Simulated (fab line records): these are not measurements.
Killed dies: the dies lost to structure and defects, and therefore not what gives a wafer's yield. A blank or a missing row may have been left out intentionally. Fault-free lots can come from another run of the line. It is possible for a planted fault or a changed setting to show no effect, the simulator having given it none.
fab line records	flow sky130
[record] lots = 11	wafers = 33	last_day = 50
route steps=708 shown FIELD_ISO@15 NWELL@81 VT_ADJUST_HVTR@140 RES_PROTECT@214
lots that met no fault: taken from a fault-free run of the same line
start_h: the number of hours between the record's first day and the start of the first shown wafer of the lot	wait_h: hours from the lot's prior step to this one	" repeats the value in the row above	L1.1+2: several wafers, shown together as one row	- no value, or no start given	* or withheld: withheld	< > ~ a bound
route shown NAME@n: a module of which the file shows steps, and the number in the route of the first	usual: mean/standard deviation taken from wafers without a fault	same: alike in all rows	chamber/n: place in a boat	sites: per-site readings	_std_site: how widely they spread, as a standard deviation	_edge_site: the outer-site mean with the inner-site mean subtracted	radius_mm: how far each site lies from the wafer's centre	mask NAME#n: copy n	behind: the most recent tool/chamber to have shaped the wafer	hold: why the lot went on hold/how many hours it stayed there/how the hold came to an end	device: the n, p or np transistor that did not switch	end of line: the tests these same wafers got at the end of their route	for a step that has no rows: nothing shown but its recipe	killed: not the wafer's yield, but the dies lost to structure and defects at the first sort	map: per-die view of a wafer (x killed, . not killed, _ where there is no die)
set.NAME: setting as actually run; set.NAME@STEP: the setting as run at that earlier step	model.NAME: the simulator's own value behind a step, which no gauge read
route steps across a sampled set of lots; one table per step, one row per wafer
services: when a tool's chamber went out of use (start_h, in hours from the record's first day, below 0 if earlier), for how many hours, and the reason
[[steps]]
[step SKY_FIELD_ISO_ETCH_14]
[recipe] chemistry = N2/H2	target = BARC	ion_energy_ev = 200	source_w = 500	bias_w = 100	pressure_mtorr = 30	n2_flow_sccm = 100	h2_flow_sccm = 200	stop_on = SiO2	time_s = 45.9	target_depth_a = 600
[usual] chamber_pressure_mTorr = 30.001/0.028	drypump_motor_current_A = 5.7/0.47	n2_flow_sccm = 99.99/0.29	oes_product_au = 0.855/0.0049	throttle_valve_pct = 13.225/0.0083
lot.wafer	tool	chamber	start_h	wait_h	chamber_pressure_mTorr	drypump_motor_current_A	n2_flow_sccm	oes_product_au	rf_hours_counter_h	throttle_valve_pct
L363.1	rie_diel-03	1	30.39	0.1	29.964	4.9	99.73	0.851	65	13.220
L363.4	"	0	"	"	29.996	6.2	100.22	0.859	16	13.229
L363.5	"	0	"	"	29.972	6.3	100.23	0.856	-	13.223
L364.1	rie_diel-01	0	34.39	0.1	29.961	5.9	99.35	0.854	4	13.225
L364.3	"	2	"	"	30.061	5.1	99.41	0.853	151	13.234
L364.4	"	1	"	"	29.981	5.2	99.88	0.848	2	13.211
L369.1	rie_diel-04	1	60.88	0.1	30.030	5.4	100.43	0.858	128	13.215
L369.3	"	2	"	"	29.931	5.8	99.82	0.842	161	13.239
L369.4	"	3	"	"	30.022	6.3	99.78	0.849	55	13.229
L373.1	rie_diel-01	2	80.48	0.1	29.992	5.1	99.75	0.839	152	13.227
L373.2	"	3	"	"	29.994	6.0	99.92	0.848	2	13.218
L373.6	"	3	"	"	29.996	6.1	99.78	0.847	-	13.229
L374.3	rie_diel-01	2	85.98	0.1	29.959	5.1	100.05	0.854	152	13.219
L374.4	"	1	"	"	29.995	5.2	100.06	0.855	3	13.226
L374.5	"	0	"	"	30.017	5.9	100.40	0.856	-	13.235
L375.1	rie_diel-03	0	93.30	0.1	30.049	6.2	100.50	0.858	18	13.228
L375.2	"	3	"	"	30.024	5.7	99.57	0.848	93	13.215
L375.4	"	0	"	"	30.005	6.2	100.01	0.852	-	13.248
L378.1	rie_diel-01	2	107.35	0.1	29.997	5.1	100.28	0.862	152	13.236
L378.3	"	0	"	"	29.977	5.9	100.17	0.850	5	13.228
L378.5	"	1	"	"	29.987	5.2	99.89	0.861	-	13.218
L379.1	rie_diel-04	1	111.94	0.1	29.988	5.4	100.40	0.858	129	13.222
L379.2	"	0	"	"	30.014	5.1	99.93	0.856	73	13.216
L379.5	"	3	"	"	30.000	6.3	100.20	0.854	-	13.217
L383.3	rie_diel-03	1	133.85	0.1	30.001	4.9	100.35	0.864	67	13.228
L383.4	"	2	"	"	29.996	6.2	99.73	0.852	138	13.218
L383.5	"	0	"	"	30.009	6.2	100.19	0.859	-	13.227
L384.2	rie_diel-01	3	138.83	0.1	30.021	6.1	100.35	0.856	3	13.234
L384.3	"	1	"	"	29.951	5.2	100.28	0.854	4	13.231
L384.6	"	0	"	"	30.003	5.9	99.37	0.853	-	13.223
L385.1	rie_diel-03	3	145.28	0.1	30.005	5.6	100.05	0.852	95	13.230
L385.3	"	0	"	"	30.037	6.2	100.02	0.858	19	13.208
L385.6	"	0	"	"	30.015	6.2	99.76	0.855	-	13.222
[step SKY_NWELL_RTA_28]
[recipe] temp_c = 1050	time_s = 30	idle_temp_c = 650	ramp_up_c_per_s = 150	ramp_down_c_per_s = 90	ambient = N2
[usual] anneal_temp_c_max = 1057.6/1.4	lamp_power_pct = 25.30/0.053	wafer_temp_C_max = 1054.9/0.94
lot.wafer	tool	chamber	start_h	wait_h	anneal_temp_c_max	lamp_power_pct	wafer_temp_C_max
L363.1	rtp_anneal-01	0	105.06	0.0	1057.8	25.23	1053.5
L363.4	"	0	"	"	1060.9	25.38	1053.9
L363.5	"	0	"	"	1056.5	25.33	1054.7
L364.1	rtp_anneal-02	0	114.55	0.0	1058.1	25.27	1054.9
L364.3	"	0	"	"	1058.5	25.30	1054.8
L364.4	"	0	"	"	1058.7	25.22	1054.0
L369.1	rtp_anneal-01	0	141.78	0.0	1059.1	25.30	1054.1
L369.3	"	0	"	"	1055.9	25.29	1055.8
L369.4	"	0	"	"	1058.9	25.33	1057.9
L373.1	rtp_anneal-02	0	164.36	0.0	1057.3	25.34	1056.0
L373.2	"	0	"	"	1056.0	25.27	1055.1
L373.6	"	0	"	"	1055.1	25.32	1054.6
L374.3	rtp_anneal-01	0	169.82	0.0	1058.4	25.26	1057.4
L374.4	"	0	"	"	1059.3	25.27	1055.6
L374.5	"	0	"	"	1059.5	25.29	1055.4
L375.1	rtp_anneal-01	0	177.08	0.0	1054.5	25.34	1055.2
L375.2	"	0	"	"	1057.1	25.28	1057.2
L375.4	"	0	"	"	1056.1	25.19	1054.4
L378.1	rtp_anneal-01	0	192.53	0.0	1058.7	25.20	1054.8
L378.3	"	0	"	"	1058.3	25.29	1054.2
L378.5	"	0	"	"	1060.6	25.28	1053.3
L379.1	rtp_anneal-01	0	201.75	0.0	1056.4	25.36	1054.2
L379.2	"	0	"	"	1054.7	25.27	1054.4
L379.5	"	0	"	"	1058.3	25.43	1054.1
L383.3	rtp_anneal-01	0	229.69	0.0	1055.6	25.28	1054.0
L383.4	"	0	"	"	1058.4	25.30	1054.4
L383.5	"	0	"	"	1059.6	25.32	1055.5
L384.2	rtp_anneal-02	0	237.69	0.0	1056.4	25.29	1053.5
L384.3	"	0	"	"	1059.4	25.34	1054.7
L384.6	"	0	"	"	1054.8	25.29	1053.8
L385.1	rtp_anneal-01	0	242.47	0.0	1059.3	25.33	1054.2
L385.3	"	0	"	"	1057.5	25.36	1055.4
L385.6	"	0	"	"	1058.7	25.37	1054.3
[step SKY_VT_ADJUST_HVTR_IMPLANT_09]
[recipe] species = B	energy_kev = 10	dose_cm2 = 2.1e+12	tilt_deg = withheld
[usual] beam_energy_keV = 10.000/0.0031	dose_ions_cm2 = 2.1e+12/2.7e+09	faraday_current_uA = 11.80/0.24
lot.wafer	tool	chamber	start_h	wait_h	beam_energy_keV	dose_ions_cm2	faraday_current_uA
L363.1	implanter-03	0	206.01	0.0	10.001	2.0983e+12	11.97
L363.4	"	0	"	"	9.998	2.0967e+12	11.82
L363.5	"	0	"	"	10.002	2.0995e+12	11.91
L364.1	implanter-03	0	215.88	0.0	9.997	2.091e+12	11.72
L364.3	"	0	"	"	10.002	2.0975e+12	11.90
L364.4	"	0	"	"	9.999	2.0955e+12	12.09
L369.1	implanter-01	0	250.01	0.0	9.999	2.1005e+12	11.72
L369.3	"	0	"	"	10.000	2.099e+12	11.93
L369.4	"	0	"	"	9.997	2.0997e+12	12.11
L373.1	implanter-03	0	276.71	0.0	10.004	2.1008e+12	12.21
L373.2	"	0	"	"	10.000	2.1015e+12	11.96
L373.6	"	0	"	"	10.003	2.0995e+12	11.83
L374.3	implanter-02	0	285.30	0.1	10.003	2.0952e+12	11.65
L374.4	"	0	"	"	10.003	2.0995e+12	11.70
L374.5	"	0	"	"	10.003	2.097e+12	12.10
L375.1	implanter-01	0	291.89	0.0	9.999	2.1063e+12	11.90
L375.2	"	0	"	"	9.999	2.1036e+12	11.05
L375.4	"	0	"	"	10.001	2.1012e+12	11.92
L378.1	implanter-01	0	311.13	0.0	10.003	2.0994e+12	11.93
L378.3	"	0	"	"	10.001	2.1034e+12	11.71
L378.5	"	0	"	"	10.002	2.0993e+12	12.22
L379.1	implanter-02	0	321.46	0.0	10.003	2.1006e+12	11.63
L379.2	"	0	"	"	10.000	2.0986e+12	11.72
L379.5	"	0	"	"	10.001	2.1021e+12	11.80
L383.3	implanter-02	0	353.41	0.1	9.998	2.8891e+12	16.22
L383.4	"	0	"	"	9.999	2.8834e+12	16.63
L383.5	"	0	"	"	9.998	2.8873e+12	15.97
L384.2	implanter-02	0	364.86	0.0	10.000	2.8844e+12	16.01
L384.3	"	0	"	"	9.999	2.8842e+12	16.42
L384.6	"	0	"	"	9.992	2.8849e+12	16.33
L385.1	implanter-03	0	368.81	0.0	10.002	2.1027e+12	11.89
L385.3	"	0	"	"	9.997	2.1008e+12	11.37
L385.6	"	0	"	"	9.999	2.1019e+12	11.87
[step SKY_VT_ADJUST_HVTR_TW_MEAS_11]
[usual] VT_ADJUST_HVTR_TW = 211.1/1.1
lot.wafer	tool	chamber	start_h	wait_h	VT_ADJUST_HVTR_TW
L363.1	film_metro-03	-	206.26	0.1	211.4
L363.4	"	-	"	"	211.9
L363.5	"	-	"	"	211.8
L364.1	film_metro-02	-	216.13	0.1	210.0
L364.3	"	-	"	"	211.8
L364.4	"	-	"	"	210.9
L369.1	film_metro-04	-	250.26	0.1	211.0
L369.3	"	-	"	"	211.2
L369.4	"	-	"	"	211.5
L373.1	film_metro-02	-	276.96	0.1	210.4
L373.2	"	-	"	"	210.0
L373.6	"	-	"	"	210.3
L374.3	film_metro-03	-	285.52	0.1	211.1
L374.4	"	-	"	"	211.5
L374.5	"	-	"	"	210.6
L375.1	film_metro-03	-	292.14	0.1	214.0
L375.2	"	-	"	"	212.6
L375.4	"	-	"	"	212.0
L378.1	film_metro-03	-	311.38	0.1	213.6
L378.3	"	-	"	"	212.6
L378.5	"	-	"	"	211.7
L379.1	film_metro-04	-	321.71	0.1	209.3
L379.2	"	-	"	"	211.1
L379.5	"	-	"	"	209.2
L383.3	film_metro-03	-	353.63	0.1	230.5
L383.4	"	-	"	"	231.3
L383.5	"	-	"	"	230.9
L384.2	film_metro-02	-	365.10	0.1	229.9
L384.3	"	-	"	"	228.6
L384.6	"	-	"	"	229.0
L385.1	film_metro-03	-	369.06	0.1	210.2
L385.3	"	-	"	"	211.1
L385.6	"	-	"	"	211.1
[step SKY_RES_PROTECT_STRIP_07]
[recipe] chemistry = O2/N2	power_w = 1400	pressure_mtorr = 1500	platen_temp_c = withheld	o2_flow_sccm = 3000	n2_flow_sccm = 300	overash_fraction = 0.5
[usual] chamber_pressure_mTorr = 1500.0/1.4	drypump_motor_current_A = 5.7/0.49	n2_flow_sccm = 299.9/0.91	oes_product_au = 0.517/0.0047	strip_time_to_endpoint_s = 23.29/0.042
[same] overash_fraction = 0.5
lot.wafer	tool	chamber	start_h	wait_h	chamber_pressure_mTorr	drypump_motor_current_A	n2_flow_sccm	oes_product_au	rf_hours_counter_h	strip_time_to_endpoint_s
L363.1	plasma_asher-04	0	337.96	0.1	1497.9	5.9	299.1	0.521	22	23.28
L363.4	"	1	"	"	1500.2	4.7	298.2	0.516	-	23.29
L363.5	"	0	"	"	1501.0	5.9	299.4	0.520	-	23.29
L364.1	plasma_asher-03	0	352.06	0.1	1499.7	5.5	300.1	0.514	54	23.23
L364.3	"	1	"	"	1498.2	5.3	300.6	0.514	-	23.29
L364.4	"	0	"	"	1497.3	5.5	299.3	0.523	-	23.21
L369.1	plasma_asher-02	0	396.57	0.1	1501.3	6.4	299.1	0.516	66	23.26
L369.3	"	1	"	"	1500.2	5.6	299.5	0.506	-	23.23
L369.4	"	0	"	"	1500.2	6.4	300.8	0.512	-	23.22
L373.1	plasma_asher-03	1	424.92	0.1	1502.5	5.3	299.1	0.509	62	23.35
L373.2	"	0	"	"	1501.2	5.5	300.4	0.520	62	23.36
L373.6	"	0	"	"	1498.9	5.5	298.6	0.522	-	23.31
L374.3	plasma_asher-02	1	435.31	0.1	1499.4	5.6	300.9	0.524	-	23.29
L374.4	"	0	"	"	1500.3	6.3	300.8	0.516	-	23.31
L374.5	"	0	"	"	1501.2	6.3	299.7	0.522	-	23.31
L375.1	plasma_asher-02	0	446.01	0.1	1501.8	6.3	300.3	0.510	1	23.15
L375.2	"	1	"	"	1501.2	5.6	300.2	0.519	1	23.22
L375.4	"	0	"	"	1498.9	6.3	299.7	0.511	-	23.16
L378.1	plasma_asher-03	0	472.16	0.1	1500.1	5.5	300.0	0.514	67	23.25
L378.3	"	0	"	"	1503.0	5.5	300.6	0.524	-	23.25
L378.5	"	0	"	"	1499.4	5.5	299.5	0.520	-	23.31
L379.1	plasma_asher-02	1	478.27	0.1	1499.3	5.6	300.2	0.518	4	23.31
L379.2	"	0	"	"	1498.7	6.3	299.8	0.520	4	23.32
L379.5	"	0	"	"	1499.6	6.3	299.8	0.515	-	23.32
L383.3	plasma_asher-04	1	516.90	0.1	1499.5	4.7	300.4	0.514	-	23.31
L383.4	"	0	"	"	1501.3	5.9	299.6	0.515	-	23.31
L383.5	"	1	"	"	1500.9	4.7	299.9	0.519	-	23.34
L384.2	plasma_asher-02	0	530.02	0.1	1499.7	6.3	300.5	0.520	10	23.29
L384.3	"	1	"	"	1499.5	5.6	299.7	0.519	-	23.34
L384.6	"	1	"	"	1499.5	5.6	300.0	0.508	-	23.31
L385.1	plasma_asher-02	1	535.17	0.1	1501.8	5.5	299.9	0.514	10	23.32
L385.3	"	1	"	"	1500.6	5.5	300.0	0.515	-	23.36
L385.6	"	0	"	"	1500.7	6.3	300.3	0.524	-	23.37
[[services]]
tool	chamber	start_h	hours	kind
implanter-03	-	28.61	2.2	repair
rie_diel-03	2	47.77	70.9	repair
rie_diel-03	1	49.34	4.9	repair
implanter-02	-	67.74	2.8	repair
plasma_asher-02	-	71.87	6.2	repair
rie_diel-01	1	72.07	8.2	repair
implanter-02	-	76.12	6.5	repair
plasma_asher-02	-	77.54	21.4	repair
rie_diel-01	-	78.16	1.2	repair
implanter-03	-	86.51	3.7	pm
rie_diel-01	3	87.51	5.5	repair
rie_diel-03	1	103.94	11.4	repair
implanter-03	-	116.91	1.0	repair
rie_diel-03	-	128.52	2.8	pm
rie_diel-01	2	180.68	1.3	repair
plasma_asher-02	-	193.87	1.8	repair
rie_diel-01	-	237.65	1.5	repair
rie_diel-01	2	246.50	5.0	repair
rie_diel-01	-	275.98	0.7	repair
rie_diel-01	1	325.71	2.8	repair
plasma_asher-02	-	340.88	13.8	repair
rtp_anneal-01	-	361.28	6.0	pm
plasma_asher-02	-	421.25	9.0	pm
rie_diel-01	-	424.49	2.8	pm
[[key]]
[first_sign] step = SKY_VT_ADJUST_HVTR_IMPLANT_09	reading = dose_ions_cm2	direction = up	sigmas = 99+	usual = *	struck = *
[effect] step = SKY_VT_ADJUST_HVTR_IMPLANT_09	reading = faraday_current_uA	direction = up	sigmas = 19	usual = 11.80	struck = 16.26
[effect] step = SKY_VT_ADJUST_HVTR_TW_MEAS_11	reading = VT_ADJUST_HVTR_TW	direction = up	sigmas = 17	usual = 211.1	struck = 230.0
met_at SKY_VT_ADJUST_HVTR_IMPLANT_09
struck_lots L383,L384
tester_left_out L383,L384
not_acting_at SKY_FIELD_ISO_ETCH_14,SKY_NWELL_RTA_28,SKY_RES_PROTECT_STRIP_07
onset_between 321.46 353.41
[fault] kind = process_parameter_drift	tool = implanter-02	chamber = -	onset_h = 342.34	steps = SKY_VT_ADJUST_HVTR_IMPLANT_09	channel = dose_cm2	offset = *	shape = step	end_h = 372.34	acts_in = *	stated = *
// tester_left_out: of these lots the tester's yield and bins aren't shown, on N5 and GAA mostly nor the transistor test; their killed dies are dies lost to structure and defects alone, not to doping, threshold or leakage, so they don't give the yield
